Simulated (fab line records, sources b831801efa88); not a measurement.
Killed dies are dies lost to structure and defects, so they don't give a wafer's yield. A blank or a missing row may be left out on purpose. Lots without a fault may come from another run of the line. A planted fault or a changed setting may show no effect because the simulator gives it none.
Chamber matching | flow sky130 | SKY_CONTACT_ETCH_16 on rie_diel-03: 4 sister chambers
The step etches BARC in N2/H2, stops on SiO2, time 45.9 s, target depth 60 nm. 4 wafers are shown with their chamber, then 9 later ones without.

WAFERS WITH THEIR CHAMBER
wafer  | chamber | oes_product_au (a.u.)
L084.5 | 3       | 0.849
L084.6 | 0       | 0.857
L087.1 | 2       | 0.858
L087.6 | 1       | 0.853

WAFERS WITHOUT THEIR CHAMBER
wafer  | oes_product_au (a.u.)
L091.4 | 0.856
L091.5 | 0.862
L091.6 | 0.850
L094.1 | 0.857
L094.3 | 0.861
L094.6 | 0.859
L097.2 | 0.862
L097.3 | 0.859
L097.6 | 0.861

WHICH CHAMBER EACH WENT THROUGH
wafer  | from the rows above          | in truth
L091.4 | can't be placed: 0 or 2 or 1 | 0
L091.5 | can't be placed: 2 or 0      | 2
L091.6 | can't be placed: 3 or 1      | 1
L094.1 | can't be placed: 0 or 2 or 1 | 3
L094.3 | can't be placed: 2 or 0      | 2
L094.6 | can't be placed: 2 or 0      | 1
L097.2 | can't be placed: 2 or 0      | 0
L097.3 | can't be placed: 2 or 0      | 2
L097.6 | can't be placed: 2 or 0      | 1
Placed correctly: 0 of 9. Can't be placed from these rows: 9 (the true chamber is among the candidates in 6). Placed wrongly: 0.
How it was worked out, from the rows above alone: a wafer's distance from a chamber is the root of the sum, over the readings, of the square of ((its reading less the chamber's mean) divided by the reading's scatter). The wafer belongs to the nearest chamber; if the next one is less than 2 further off, it can't be placed. A chamber's mean is the mean of its shown wafers. The scatter: with one shown wafer a chamber, the root of the mean of the squares of how far each hidden wafer lies from its nearest shown one.
